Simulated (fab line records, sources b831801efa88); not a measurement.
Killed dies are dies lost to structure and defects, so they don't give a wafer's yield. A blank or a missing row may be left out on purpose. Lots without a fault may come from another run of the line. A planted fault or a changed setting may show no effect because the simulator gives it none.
Chamber matching | flow sfq_line | SFQ_TRILAYER_I0_VIA_ETCH_VIA_ETCH_034 on rie_diel-01: 4 sister chambers
The step etches SiO2 in CHF3, stops on Nb, target depth 260 nm. 4 wafers are shown with their chamber, then 7 later ones without.

WAFERS WITH THEIR CHAMBER
wafer  | chamber | oes_product_au (a.u.)
L283.5 | 1       | 0.853
L289.5 | 2       | 0.861
L300.1 | 0       | 0.851
L300.2 | 3       | 0.862

WAFERS WITHOUT THEIR CHAMBER
wafer  | oes_product_au (a.u.)
L300.3 | 0.854
L301.1 | 0.850
L301.3 | 0.854
L301.6 | 0.851
L302.1 | 0.863
L302.3 | 0.854
L302.4 | 0.851

WHICH CHAMBER EACH WENT THROUGH
wafer  | from the rows above     | in truth
L300.3 | 1                       | 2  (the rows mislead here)
L301.1 | 0                       | 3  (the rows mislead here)
L301.3 | 1                       | 1
L301.6 | 0                       | 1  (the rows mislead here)
L302.1 | can't be placed: 3 or 2 | 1
L302.3 | 1                       | 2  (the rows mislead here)
L302.4 | 0                       | 0
Placed correctly: 2 of 7. Can't be placed from these rows: 1 (the true chamber is among the candidates in 0). Placed wrongly: 4.
How it was worked out, from the rows above alone: a wafer's distance from a chamber is the root of the sum, over the readings, of the square of ((its reading less the chamber's mean) divided by the reading's scatter). The wafer belongs to the nearest chamber; if the next one is less than 2 further off, it can't be placed. A chamber's mean is the mean of its shown wafers. The scatter: with one shown wafer a chamber, the root of the mean of the squares of how far each hidden wafer lies from its nearest shown one.
